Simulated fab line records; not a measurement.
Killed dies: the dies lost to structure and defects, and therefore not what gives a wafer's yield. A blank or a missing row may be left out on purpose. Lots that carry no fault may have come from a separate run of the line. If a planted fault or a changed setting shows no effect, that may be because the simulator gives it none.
fab line records	flow sky130
[record] lots = 24	wafers = 72	last_day = 50
route steps=708 shown FIELD_ISO@14 POLY_CUT@316 CONTACT@421 METAL2@484 VIA2@522
lots that met no fault: taken from a fault-free run of the same line
start_h: hours from the record's opening day to when the first of the lot's shown wafers began	wait_h: time in hours since the lot's previous step	" unchanged from the row above	L1.1+2: one row covering several wafers at once	- no value present, or no start provided	* or withheld: withheld	< > ~ a bound
route shown NAME@n: a module of which the file shows steps, and the number in the route of the first	usual: the fault-free wafers' mean and standard deviation	same: alike in all rows	chamber/n: place in a boat	sites: the reading at each site	_std_site: the values' standard deviation	_edge_site: mean of outer sites minus mean of inner sites	radius_mm: for every site, how far away it sits from the centre of the wafer	mask NAME#n: copy n	behind: tool/chamber where the wafer was last shaped	hold: the reason the lot was held/the length of the hold in hours/how it ended	device: whichever transistor did not switch (one of n, p or np)	end of line: the route-end tests of the same wafers	where a step has no rows: the recipe by itself	killed: dies lost to structure and defects at the first sort, not the wafer's yield	map: a wafer's dies, marking killed ones x, the rest . and places with no die _
set.NAME: the run value of the setting; set.NAME@STEP: its run value at that earlier step	model.NAME: the simulator's own value behind a step, which no gauge read
a sample of lots followed through the steps of the route, with each step as a table and each wafer as a row
services: a tool's chamber out of use, with start hour (start_h, from the record's first day; less than 0 if before it), hours out, and reason
[[steps]]
[step SKY_FIELD_ISO_CD_MEAS_13]
[recipe] target_cd_nm = 150
[usual] cd_nm = 149.5/1.4
lot.wafer	tool	chamber	start_h	wait_h	cd_nm
L074.1	cd_sem-01	-	29.25	-	149.6
L074.3	"	-	"	"	149.3
L074.4	"	-	"	"	150.4
L075.1	cd_sem-01	-	33.16	-	149.6
L075.3	"	-	"	"	148.8
L075.4	"	-	"	"	149.1
L076.3	cd_sem-01	-	40.54	-	148.2
L076.4	"	-	"	"	149.4
L076.6	"	-	"	"	150.3
L077.1	cd_sem-02	-	44.23	-	152.7
L077.5	"	-	"	"	153.3
L077.6	"	-	"	"	151.6
L078.1	cd_sem-02	-	49.98	-	151.3
L078.4	"	-	"	"	150.4
L078.5	"	-	"	"	151.6
L079.1	cd_sem-02	-	54.51	-	148.5
L079.4	"	-	"	"	149.2
L079.5	"	-	"	"	148.6
L080.4	cd_sem-02	-	60.51	-	149.7
L080.5	"	-	"	"	149.1
L080.6	"	-	"	"	149.3
L081.1	cd_sem-01	-	67.96	-	146.6
L081.2	"	-	"	"	147.6
L081.3	"	-	"	"	147.8
L082.1	cd_sem-01	-	70.85	-	150.9
L082.3	"	-	"	"	148.9
L082.6	"	-	"	"	149.1
L083.1	cd_sem-01	-	75.16	-	151.7
L083.2	"	-	"	"	152.5
L083.6	"	-	"	"	149.6
L084.1	cd_sem-02	-	80.18	-	147.7
L084.3	"	-	"	"	149.0
L084.4	"	-	"	"	149.4
L085.4	cd_sem-01	-	85.31	-	147.1
L085.5	"	-	"	"	148.3
L085.6	"	-	"	"	147.6
L086.1	cd_sem-01	-	91.01	-	147.9
L086.3	"	-	"	"	146.9
L086.6	"	-	"	"	148.7
L087.1	cd_sem-01	-	96.58	-	149.0
L087.2	"	-	"	"	148.4
L087.6	"	-	"	"	148.9
L088.2	cd_sem-01	-	100.17	-	149.2
L088.3	"	-	"	"	149.0
L088.5	"	-	"	"	148.0
L089.1	cd_sem-02	-	106.26	-	151.0
L089.2	"	-	"	"	150.8
L089.6	"	-	"	"	151.7
L090.1	cd_sem-02	-	111.95	-	149.5
L090.3	"	-	"	"	149.1
L090.6	"	-	"	"	148.6
L091.3	cd_sem-02	-	115.94	-	148.7
L091.4	"	-	"	"	148.4
L091.5	"	-	"	"	150.8
L092.2	cd_sem-02	-	120.93	-	149.4
L092.3	"	-	"	"	150.4
L092.5	"	-	"	"	150.1
L093.1	cd_sem-02	-	127.05	-	148.3
L093.2	"	-	"	"	149.5
L093.3	"	-	"	"	148.0
L094.2	cd_sem-02	-	132.62	-	149.9
L094.4	"	-	"	"	148.8
L094.6	"	-	"	"	148.8
L095.1	cd_sem-02	-	136.85	-	150.5
L095.2	"	-	"	"	150.0
L095.4	"	-	"	"	149.3
L096.1	cd_sem-01	-	145.15	-	150.2
L096.4	"	-	"	"	151.2
L096.5	"	-	"	"	151.0
L097.1	cd_sem-01	-	155.38	-	150.3
L097.4	"	-	"	"	148.2
L097.6	"	-	"	"	149.9
[step SKY_POLY_CUT_OVL_MEAS_09]
[usual] POLY_CUT_OVL = 1/5.7
lot.wafer	tool	chamber	start_h	wait_h	POLY_CUT_OVL[nm]
L074.1	overlay-02	-	550.92	0.1	-6
L074.3	"	-	"	"	-2
L074.4	"	-	"	"	0
L075.1	overlay-01	-	556.05	0.1	15
L075.3	"	-	"	"	9
L075.4	"	-	"	"	3
L076.3	overlay-02	-	574.73	0.1	3
L076.4	"	-	"	"	7
L076.6	"	-	"	"	5
L077.1	overlay-02	-	579.37	0.1	-1
L077.5	"	-	"	"	9
L077.6	"	-	"	"	-3
L078.1	overlay-02	-	598.05	0.1	-10
L078.4	"	-	"	"	-9
L078.5	"	-	"	"	-7
L079.1	overlay-01	-	600.30	0.1	3
L079.4	"	-	"	"	2
L079.5	"	-	"	"	-3
L080.4	overlay-02	-	610.82	0.1	-2
L080.5	"	-	"	"	2
L080.6	"	-	"	"	9
L081.1	overlay-02	-	617.05	0.1	5
L081.2	"	-	"	"	-3
L081.3	"	-	"	"	6
L082.1	overlay-01	-	626.05	0.1	-13
L082.3	"	-	"	"	-1
L082.6	"	-	"	"	-10
L083.1	overlay-02	-	637.65	0.1	9
L083.2	"	-	"	"	4
L083.6	"	-	"	"	3
L084.1	overlay-02	-	639.52	0.1	-1
L084.3	"	-	"	"	4
L084.4	"	-	"	"	11
L085.4	overlay-02	-	647.42	0.1	-5
L085.5	"	-	"	"	3
L085.6	"	-	"	"	0
L086.1	overlay-02	-	661.30	0.1	-8
L086.3	"	-	"	"	-9
L086.6	"	-	"	"	5
L087.1	overlay-01	-	667.75	0.1	6
L087.2	"	-	"	"	-1
L087.6	"	-	"	"	4
L088.2	overlay-01	-	672.93	0.1	-6
L088.3	"	-	"	"	3
L088.5	"	-	"	"	7
L089.1	overlay-01	-	683.70	0.1	8
L089.2	"	-	"	"	15
L089.6	"	-	"	"	11
L090.1	overlay-02	-	694.45	0.1	1
L090.3	"	-	"	"	7
L090.6	"	-	"	"	-2
L091.3	overlay-01	-	704.96	0.1	-4
L091.4	"	-	"	"	-1
L091.5	"	-	"	"	-5
L092.2	overlay-02	-	725.98	0.1	-13
L092.3	"	-	"	"	-9
L092.5	"	-	"	"	-12
L093.1	overlay-01	-	726.32	0.1	3
L093.2	"	-	"	"	0
L093.3	"	-	"	"	5
L095.1	overlay-02	-	726.85	0.1	-2
L095.2	"	-	"	"	0
L095.4	"	-	"	"	1
L094.2	overlay-01	-	730.58	0.1	-4
L094.4	"	-	"	"	-3
L094.6	"	-	"	"	1
L096.1	overlay-02	-	733.05	0.1	3
L096.4	"	-	"	"	5
L096.5	"	-	"	"	5
L097.1	overlay-02	-	746.39	0.1	-1
L097.4	"	-	"	"	0
L097.6	"	-	"	"	-2
[step SKY_CONTACT_OVL_MEAS_15]
[usual] CONTACT_OVL = 1/5.2
lot.wafer	tool	chamber	start_h	wait_h	CONTACT_OVL[nm]
L074.1	overlay-02	-	729.27	0.1	-4
L074.3	"	-	"	"	0
L074.4	"	-	"	"	6
L075.1	overlay-01	-	732.70	0.1	2
L075.3	"	-	"	"	3
L075.4	"	-	"	"	3
L076.3	overlay-02	-	753.61	0.1	6
L076.4	"	-	"	"	-5
L076.6	"	-	"	"	4
L077.1	overlay-02	-	755.97	0.1	1
L077.5	"	-	"	"	-5
L077.6	"	-	"	"	-3
L078.1	overlay-01	-	771.25	0.1	-3
L078.4	"	-	"	"	-7
L078.5	"	-	"	"	-1
L079.1	overlay-01	-	784.36	0.1	1
L079.4	"	-	"	"	5
L079.5	"	-	"	"	-3
L080.4	overlay-01	-	785.19	0.1	-4
L080.5	"	-	"	"	-4
L080.6	"	-	"	"	-6
L081.1	overlay-02	-	787.22	0.1	2
L081.2	"	-	"	"	3
L081.3	"	-	"	"	7
L082.1	overlay-02	-	792.65	0.1	1
L082.3	"	-	"	"	-1
L082.6	"	-	"	"	-1
L083.1	overlay-02	-	806.22	0.1	7
L083.2	"	-	"	"	0
L083.6	"	-	"	"	-1
L084.1	overlay-02	-	807.21	0.1	6
L084.3	"	-	"	"	0
L084.4	"	-	"	"	0
L085.4	overlay-02	-	815.87	0.1	14
L085.5	"	-	"	"	3
L085.6	"	-	"	"	7
L086.1	overlay-01	-	826.15	0.1	12
L086.3	"	-	"	"	8
L086.6	"	-	"	"	11
L087.1	overlay-01	-	834.26	0.1	-5
L087.2	"	-	"	"	6
L087.6	"	-	"	"	8
L088.2	overlay-02	-	837.38	0.1	11
L088.3	"	-	"	"	7
L088.5	"	-	"	"	-1
L089.1	overlay-02	-	846.97	0.1	1
L089.2	"	-	"	"	1
L089.6	"	-	"	"	-7
L090.1	overlay-01	-	857.42	0.1	-1
L090.3	"	-	"	"	-1
L090.6	"	-	"	"	0
L091.3	overlay-01	-	867.87	0.1	4
L091.4	"	-	"	"	0
L091.5	"	-	"	"	6
L092.2	overlay-01	-	888.31	0.1	0
L092.3	"	-	"	"	5
L092.5	"	-	"	"	5
L093.1	overlay-02	-	888.66	0.1	-3
L093.2	"	-	"	"	-6
L093.3	"	-	"	"	-4
L095.1	overlay-02	-	890.97	0.1	-3
L095.2	"	-	"	"	0
L095.4	"	-	"	"	-1
L094.2	overlay-01	-	892.01	0.1	5
L094.4	"	-	"	"	5
L094.6	"	-	"	"	1
L096.1	overlay-01	-	897.06	0.1	1
L096.4	"	-	"	"	-1
L096.5	"	-	"	"	1
L097.1	overlay-02	-	906.97	0.1	3
L097.4	"	-	"	"	6
L097.6	"	-	"	"	-2
[step SKY_METAL2_SPUTTER_01]
[recipe] material = TiN	target_thk_nm = 20	power_w = 6500	time_s = 16.7	chamber_pressure_pa = 0.4
[usual] throttle_valve_pct = 29.9/0.95
lot.wafer	tool	chamber	start_h	wait_h	throttle_valve_pct
L074.1	pvd_sputter-04	-	787.38	0.0	29.1
L074.3	"	-	"	"	31.4
L074.4	"	-	"	"	29.8
L075.1	pvd_sputter-01	-	791.13	0.0	29.8
L075.3	"	-	"	"	29.2
L075.4	"	-	"	"	29.6
L076.3	pvd_sputter-02	-	810.72	0.0	28.8
L076.4	"	-	"	"	28.8
L076.6	"	-	"	"	28.5
L077.1	pvd_sputter-02	-	813.40	0.0	30.3
L077.5	"	-	"	"	28.5
L077.6	"	-	"	"	30.3
L078.1	pvd_sputter-04	-	827.32	0.0	29.1
L078.4	"	-	"	"	31.6
L078.5	"	-	"	"	31.6
L079.1	pvd_sputter-04	-	841.90	0.0	31.8
L079.4	"	-	"	"	30.0
L079.5	"	-	"	"	29.7
L080.4	pvd_sputter-02	-	842.26	0.0	29.0
L080.5	"	-	"	"	29.4
L080.6	"	-	"	"	30.4
L081.1	pvd_sputter-02	-	844.25	0.0	30.3
L081.2	"	-	"	"	29.2
L081.3	"	-	"	"	29.6
L082.1	pvd_sputter-04	-	849.49	0.0	31.5
L082.3	"	-	"	"	30.2
L082.6	"	-	"	"	28.8
L083.1	pvd_sputter-02	-	862.70	0.0	28.9
L083.2	"	-	"	"	28.3
L083.6	"	-	"	"	28.4
L084.1	pvd_sputter-04	-	863.87	0.0	29.0
L084.3	"	-	"	"	29.9
L084.4	"	-	"	"	30.0
L085.4	pvd_sputter-04	-	873.08	0.0	29.0
L085.5	"	-	"	"	31.7
L085.6	"	-	"	"	29.1
L086.1	pvd_sputter-01	-	883.19	0.0	29.3
L086.3	"	-	"	"	29.8
L086.6	"	-	"	"	29.5
L087.1	pvd_sputter-02	-	890.71	0.0	28.3
L087.2	"	-	"	"	29.5
L087.6	"	-	"	"	29.4
L088.2	pvd_sputter-02	-	893.75	0.0	29.1
L088.3	"	-	"	"	28.2
L088.5	"	-	"	"	29.2
L089.1	pvd_sputter-04	-	903.81	0.0	30.5
L089.2	"	-	"	"	29.0
L089.6	"	-	"	"	31.8
L090.1	pvd_sputter-04	-	913.18	0.0	29.1
L090.3	"	-	"	"	30.0
L090.6	"	-	"	"	30.1
L091.3	pvd_sputter-04	-	923.51	0.0	29.0
L091.4	"	-	"	"	31.9
L091.5	"	-	"	"	30.0
L092.2	pvd_sputter-04	-	942.08	0.0	29.0
L092.3	"	-	"	"	31.4
L092.5	"	-	"	"	31.4
L093.1	pvd_sputter-01	-	942.86	0.0	30.2
L093.2	"	-	"	"	29.8
L093.3	"	-	"	"	30.1
L095.1	pvd_sputter-01	-	944.43	0.0	29.4
L095.2	"	-	"	"	30.0
L095.4	"	-	"	"	29.4
L094.2	pvd_sputter-04	-	945.80	0.0	29.1
L094.4	"	-	"	"	29.8
L094.6	"	-	"	"	31.6
L096.1	pvd_sputter-04	-	950.99	0.0	30.0
L096.4	"	-	"	"	29.1
L096.5	"	-	"	"	30.3
L097.1	pvd_sputter-04	-	960.28	0.0	29.7
L097.4	"	-	"	"	30.2
L097.6	"	-	"	"	29.0
[step SKY_METAL2_THK_MEAS_06]
[recipe] thk_meas_gauge = xrf	reads = AlCu_of_METAL2_SPUTTER_02
[usual] METAL2_ALCU_THK = 250/3
lot.wafer	tool	chamber	start_h	wait_h	METAL2_ALCU_THK[nm]
L074.1	film_metro-03	-	787.62	0.1	254
L074.3	"	-	"	"	250
L074.4	"	-	"	"	249
L075.1	film_metro-03	-	791.36	0.1	251
L075.3	"	-	"	"	246
L075.4	"	-	"	"	250
L076.3	film_metro-03	-	810.98	0.1	255
L076.4	"	-	"	"	250
L076.6	"	-	"	"	252
L077.1	film_metro-02	-	813.63	0.1	251
L077.5	"	-	"	"	250
L077.6	"	-	"	"	250
L078.1	film_metro-03	-	827.56	0.1	259
L078.4	"	-	"	"	252
L078.5	"	-	"	"	252
L079.1	film_metro-03	-	842.13	0.1	247
L079.4	"	-	"	"	248
L079.5	"	-	"	"	250
L080.4	film_metro-03	-	842.51	0.1	250
L080.5	"	-	"	"	250
L080.6	"	-	"	"	252
L081.1	film_metro-01	-	844.48	0.1	250
L081.2	"	-	"	"	248
L081.3	"	-	"	"	250
L082.1	film_metro-03	-	849.72	0.1	246
L082.3	"	-	"	"	245
L082.6	"	-	"	"	249
L083.1	film_metro-01	-	862.94	0.1	250
L083.2	"	-	"	"	247
L083.6	"	-	"	"	248
L084.1	film_metro-03	-	864.11	0.1	256
L084.3	"	-	"	"	251
L084.4	"	-	"	"	250
L085.4	film_metro-03	-	873.34	0.1	247
L085.5	"	-	"	"	244
L085.6	"	-	"	"	249
L086.1	film_metro-02	-	883.42	0.1	245
L086.3	"	-	"	"	254
L086.6	"	-	"	"	249
L087.1	film_metro-01	-	890.95	0.1	247
L087.2	"	-	"	"	249
L087.6	"	-	"	"	247
L088.2	film_metro-03	-	893.99	0.1	252
L088.3	"	-	"	"	255
L088.5	"	-	"	"	257
L089.1	film_metro-03	-	904.05	0.1	244
L089.2	"	-	"	"	250
L089.6	"	-	"	"	248
L090.1	film_metro-02	-	913.42	0.1	253
L090.3	"	-	"	"	250
L090.6	"	-	"	"	250
L091.3	film_metro-03	-	923.76	0.1	250
L091.4	"	-	"	"	250
L091.5	"	-	"	"	246
L092.2	film_metro-01	-	942.32	0.1	254
L092.3	"	-	"	"	253
L092.5	"	-	"	"	248
L093.1	film_metro-02	-	943.09	0.1	251
L093.2	"	-	"	"	252
L093.3	"	-	"	"	250
L095.1	film_metro-03	-	944.67	0.1	248
L095.2	"	-	"	"	250
L095.4	"	-	"	"	246
L094.2	film_metro-01	-	946.04	0.1	255
L094.4	"	-	"	"	255
L094.6	"	-	"	"	250
L096.1	film_metro-03	-	951.23	0.1	247
L096.4	"	-	"	"	256
L096.5	"	-	"	"	250
L097.1	film_metro-03	-	960.52	0.1	248
L097.4	"	-	"	"	245
L097.6	"	-	"	"	250
[step SKY_VIA2_ETCH_15]
[recipe] target = SiO2	chemistry = C4F8/O2/Ar	target_depth_nm = 546	stop_on = TiN	mask_material = KrF-thick	source_w = 1500	bias_w = 1200	pressure_mtorr = 40	c4f8_flow_sccm = withheld	O2_flow_sccm = 6	Ar_flow_sccm = 300	time_s = 84
[usual] oes_product_au = 0.940/0.0047
lot.wafer	tool	chamber	start_h	wait_h	oes_product_au	rf_hours_counter_h
L074.1	rie_diel-03	0	842.43	0.0	0.935	31
L074.3	"	2	"	"	0.942	17
L074.4	"	1	"	"	0.946	13
L075.1	rie_diel-02	1	845.30	0.0	0.941	3
L075.3	"	0	"	"	0.943	10
L075.4	"	2	"	"	0.940	19
L076.3	rie_diel-03	1	864.33	0.1	0.936	-
L076.4	"	2	"	"	0.945	-
L076.6	"	1	"	"	0.945	-
L077.1	rie_diel-04	2	867.28	0.0	0.943	8
L077.5	"	0	"	"	0.939	-
L077.6	"	1	"	"	0.938	-
L078.1	rie_diel-03	0	882.03	0.0	0.937	1
L078.4	"	1	"	"	0.939	15
L078.5	"	1	"	"	0.932	-
L079.1	rie_diel-03	0	896.18	0.0	0.939	1
L079.4	"	2	"	"	0.941	20
L079.5	"	0	"	"	0.935	-
L080.4	rie_diel-02	0	896.75	0.0	0.942	12
L080.5	"	3	"	"	0.936	-
L080.6	"	0	"	"	0.946	-
L081.1	rie_diel-04	2	899.03	0.0	0.939	9
L081.2	"	0	"	"	0.939	2
L081.3	"	3	"	"	0.932	11
L082.1	rie_diel-04	1	903.35	0.0	0.943	14
L082.3	"	3	"	"	0.949	11
L082.6	"	3	"	"	0.936	-
L083.1	rie_diel-04	0	915.28	0.0	0.928	2
L083.2	"	2	"	"	0.932	10
L083.6	"	0	"	"	0.942	-
L084.1	rie_diel-02	1	916.43	0.0	0.937	5
L084.3	"	2	"	"	0.942	21
L084.4	"	0	"	"	0.939	12
L085.4	rie_diel-02	2	925.20	0.0	0.941	21
L085.5	"	3	"	"	0.944	-
L085.6	"	2	"	"	0.937	-
L086.1	rie_diel-03	1	934.98	0.0	0.948	17
L086.3	"	2	"	"	0.950	21
L086.6	"	0	"	"	0.938	-
L087.1	rie_diel-03	0	942.23	0.0	0.943	3
L087.2	"	3	"	"	0.938	24
L087.6	"	2	"	"	0.935	-
L088.2	rie_diel-02	3	945.73	0.0	0.948	11
L088.3	"	2	"	"	0.941	22
L088.5	"	3	"	"	0.942	-
L089.1	rie_diel-02	1	955.18	0.0	0.945	7
L089.2	"	3	"	"	0.946	11
L089.6	"	0	"	"	0.939	-
L090.1	rie_diel-04	2	963.68	0.0	0.945	11
L090.3	"	0	"	"	0.944	3
L090.6	"	2	"	"	0.937	-
L091.3	rie_diel-03	2	973.93	0.0	0.946	22
L091.4	"	1	"	"	0.941	18
L091.5	"	2	"	"	0.944	-
L092.2	rie_diel-04	3	990.78	0.0	0.933	14
L092.3	"	2	"	"	0.944	12
L092.5	"	2	"	"	0.939	-
L093.1	rie_diel-02	1	992.28	0.0	0.934	7
L093.2	"	3	"	"	0.935	12
L093.3	"	2	"	"	0.931	23
L095.1	rie_diel-04	2	993.55	0.0	0.938	12
L095.2	"	3	"	"	0.938	14
L095.4	"	0	"	"	0.933	4
L094.2	rie_diel-02	1	996.18	0.0	0.934	8
L094.4	"	2	"	"	0.939	23
L094.6	"	1	"	"	0.939	-
L096.1	rie_diel-04	2	1000.68	0.0	0.944	12
L096.4	"	3	"	"	0.946	14
L096.5	"	2	"	"	0.939	-
L097.1	rie_diel-04	1	1008.28	0.0	0.936	17
L097.4	"	2	"	"	0.938	12
L097.6	"	1	"	"	0.943	-
[[services]]
tool	chamber	start_h	hours	kind
rie_diel-02	2	769.90	23.0	repair
rie_diel-03	-	770.05	0.3	repair
rie_diel-02	3	774.18	4.3	repair
rie_diel-04	1	778.10	5.0	repair
pvd_sputter-02	-	788.00	3.3	repair
rie_diel-04	0	813.48	-	clean
rie_diel-02	3	825.79	18.5	repair
pvd_sputter-04	0	827.44	-	consumable_replace:kit
pvd_sputter-04	0	827.44	18.0	scheduled_down
pvd_sputter-04	0	827.44	18.0	vent_cycle
pvd_sputter-02	-	834.65	0.7	repair
rie_diel-03	-	842.53	0.2	repair
rie_diel-03	3	859.75	11.6	repair
rie_diel-02	1	860.61	5.5	repair
pvd_sputter-01	-	888.00	1.1	repair
rie_diel-02	-	897.36	2.8	pm
rie_diel-03	0	903.62	5.7	repair
pvd_sputter-04	-	911.49	1.2	repair
pvd_sputter-04	-	918.46	2.5	repair
rie_diel-03	3	925.51	4.9	repair
rie_diel-03	2	925.74	4.4	repair
rie_diel-03	3	948.16	7.0	repair
rie_diel-03	-	952.17	8.2	repair
pvd_sputter-04	-	995.89	2.4	repair
[[key]]
fault none
